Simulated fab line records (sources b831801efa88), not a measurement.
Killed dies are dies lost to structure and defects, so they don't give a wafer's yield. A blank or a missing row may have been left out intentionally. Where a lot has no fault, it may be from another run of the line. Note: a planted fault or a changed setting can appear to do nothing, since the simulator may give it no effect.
A lot that was struck, set against a sound lot + flow sky130 + 42 steps out of a route of 708
Sound: these wafers, L581.4, L581.5, L581.6. Struck: wafer L602.5 (left out: L602.3, L602.6 of the same lot, which were not struck); the cause appears at the end.
For every step that has rows: the tool of each side, followed by ch and its chambers, followed by its first start. Under that, the readings that differ: sound wafers + struck wafers + difference of the means + sigmas: that difference in standard deviations of wafers without a fault.
alike: a reading whose means differ by less than 2 such deviations, as well as words and numbers matching on both sides. not compared: withheld readings; readings where some wafer has no value; bounds like >300 that might hide an equal value; numbers whose values overlap and for which the record gives no deviation.
The two part at a step that has a row with sigmas, a row that says differs or no value, or rows on one side only. Non-overlapping numbers with no deviation appear without sigmas and do not part them. Lack of a reading on every wafer of one side parts them only where that side has two or more wafers.

first, 4 steps without rows for these wafers: SKY_PWDE_SOFTBAKE_03; SKY_PWDE_EXPOSE_04 (exposes mask PWDEM, target cd 840 nm); SKY_PWDE_PEB_05; SKY_PWDE_DEVELOP_06 (develop time 60 s).
SKY_PWDE_OVL_MEAS_07:
  sound on overlay-01, day 4 00:32; struck on overlay-01, day 9 00:16
  alike: PWDE_OVL
following that, these wafers have no rows for 1 step: SKY_PWDE_IMPLANT_08.
SKY_PWDE_STRIP_09: strips in O2/N2.
  sound on plasmaAsher-03 ch 0,1, day 4 00:44; struck on plasmaAsher-02 ch 1, day 9 00:28
  alike: drypumpMotorCurrentA, n2FlowSccm, oesProductAu, stripTimeToEndpointS
  not compared: rfHoursCounterH
SKY_PWDE_TW_MEAS_10:
  sound on filmMetro-03, day 4 00:49; struck on filmMetro-04, day 9 00:34
  alike: PWDE_TW
then, 4 steps without rows for these wafers: SKY_NWELL_DEHYDRATE_03 (time 60 s); SKY_NWELL_HMDS_04 (prime time 60 s); SKY_NWELL_COAT_05 (resist thk 3000 nm); SKY_NWELL_SOFTBAKE_06.
SKY_NWELL_EXPOSE_07: exposes mask NWM, target cd 840 nm.
  sound on ilineStepper-02 ch 0, day 4 10:13; struck on ilineStepper-01 ch 0, day 9 10:49
  alike: mask, exposureDoseMJCm2, focusOffsetNm
then, 2 steps without rows for these wafers: SKY_NWELL_PEB_08; SKY_NWELL_DEVELOP_09 (develop time 60 s).
SKY_NWELL_OVL_MEAS_10:
  sound on overlay-02, day 4 18:25; struck on overlay-02, day 9 22:06
  alike: NWELL_00_OVL
then, 3 steps without rows for these wafers: SKY_NWELL_IMPLANT_11; SKY_NWELL_IMPLANT_12; SKY_NWELL_IMPLANT_13.
SKY_NWELL_STRIP_14: strips in O2/N2.
  sound on plasmaAsher-02 ch 0,1, day 4 18:55; struck on plasmaAsher-03 ch 0, day 9 22:36
  alike: drypumpMotorCurrentA, n2FlowSccm, oesProductAu, stripTimeToEndpointS
  not compared: rfHoursCounterH
SKY_NWELL_TW_MEAS_15:
  sound on filmMetro-03, day 4 19:01; struck on filmMetro-03, day 9 22:41
  alike: NWELL_TW
then, 7 steps without rows for these wafers: SKY_NWELL_DEHYDRATE_16 (time 60 s); SKY_NWELL_HMDS_17 (prime time 60 s); SKY_NWELL_COAT_18 (resist thk 3000 nm); SKY_NWELL_SOFTBAKE_19; SKY_NWELL_EXPOSE_20 (exposes mask NWM COMPLEMENT, target cd 840 nm); SKY_NWELL_PEB_21; SKY_NWELL_DEVELOP_22 (develop time 60 s).
SKY_NWELL_OVL_MEAS_23:
  sound on overlay-02, day 5 12:25; struck on overlay-02, day 10 21:27
  alike: NWELL_01_OVL
following that, these wafers have no rows for 1 step: SKY_NWELL_IMPLANT_24.
SKY_NWELL_STRIP_25: strips in O2/N2.
  sound on plasmaAsher-04 ch 0,1, day 5 12:37; struck on plasmaAsher-03 ch 1, day 10 21:39
  alike: drypumpMotorCurrentA, n2FlowSccm, oesProductAu, stripTimeToEndpointS
  not compared: rfHoursCounterH
SKY_NWELL_TW_MEAS_26:
  sound on filmMetro-03, day 5 12:43; struck on filmMetro-04, day 10 21:44
  alike: NWELL_2_TW
then, 1 step without rows for these wafers: SKY_NWELL_CLEAN_27 (cleans in SC1/SC2, time 150 s).
SKY_NWELL_RTA_28: time 30 s.
  sound on rtpAnneal-01 ch 0, day 5 12:51; struck on rtpAnneal-02 ch 0, day 10 21:52
  alike: lampPowerPct, wafer_temp_C_max
SKY_NWELL_RS_MEAS_29: a four-point-probe measurement.
  sound on filmMetro-02, day 5 12:58; struck on filmMetro-02, day 10 21:58
  alike: NWELL_RS
SKY_NWELL_RS_MEAS_31: a four-point-probe measurement.
  sound on filmMetro-02, day 5 13:12; struck on filmMetro-02, day 10 22:13
  alike: PWDE_RS
then, 5 steps without rows for these wafers: SKY_VT_ADJUST_HVTP_DEHYDRATE_00 (time 60 s); SKY_VT_ADJUST_HVTP_HMDS_01 (prime time 60 s); SKY_VT_ADJUST_HVTP_COAT_02 (resist thk 1140 nm); SKY_VT_ADJUST_HVTP_SOFTBAKE_03 (time 60 s); SKY_VT_ADJUST_HVTP_EXPOSE_04 (exposes mask HVTPM, target cd 380 nm).
-- record jumps: 41 days separate the struck wafers' starts on either side; left off in module VT_ADJUST_HVTP, taken up again in module PAD_OPEN, whose first shown step is the route's number 708 --
SKY_PAD_OPEN_PROBE_99:
  sound on prober-02, day 47 11:31; struck on prober-01, day 51 23:15
| reading                                | sound                        | struck    | difference | sigmas |
|----------------------------------------|------------------------------|-----------|------------|--------|
| model.etest.nfet_16v.rOnOhmUm          | 1.43e+04 1.437e+04 1.432e+04 | 1.352e+04 | -8.100e+02 |        |
| model.etest.resNwell.lineOhmUm         | 1089 1071 1088               | 968.5     | -114.2     |        |
| model.etest.resNwell.widthNm (nm)      | 853.2 849.5 856.2            | 963.7     | +110.7     |        |
| model.etest.resIsoPwell.widthNm (nm)   | 2644 2624 2631               | 2570      | -63        |        |
| model.etest.pfet_16v.driveUaUm         | 244.8 242.3 241.3            | 229.3     | -13.5      |        |
| model.etest.nfet_16v.driveUaUm         | 221.3 215.2 222.4            | 227.5     | +7.9       |        |
| model.etest.isoNwellNwell.leakLog10AUm | -13.06 -13.26 -12.93         | -12.85    | +0.23      |        |
  not compared: model.etest.pfet_16v.rOnOhmUm

== WHERE THEY PART ==
Nowhere in this record.

WHY: what had been put in by the simulator
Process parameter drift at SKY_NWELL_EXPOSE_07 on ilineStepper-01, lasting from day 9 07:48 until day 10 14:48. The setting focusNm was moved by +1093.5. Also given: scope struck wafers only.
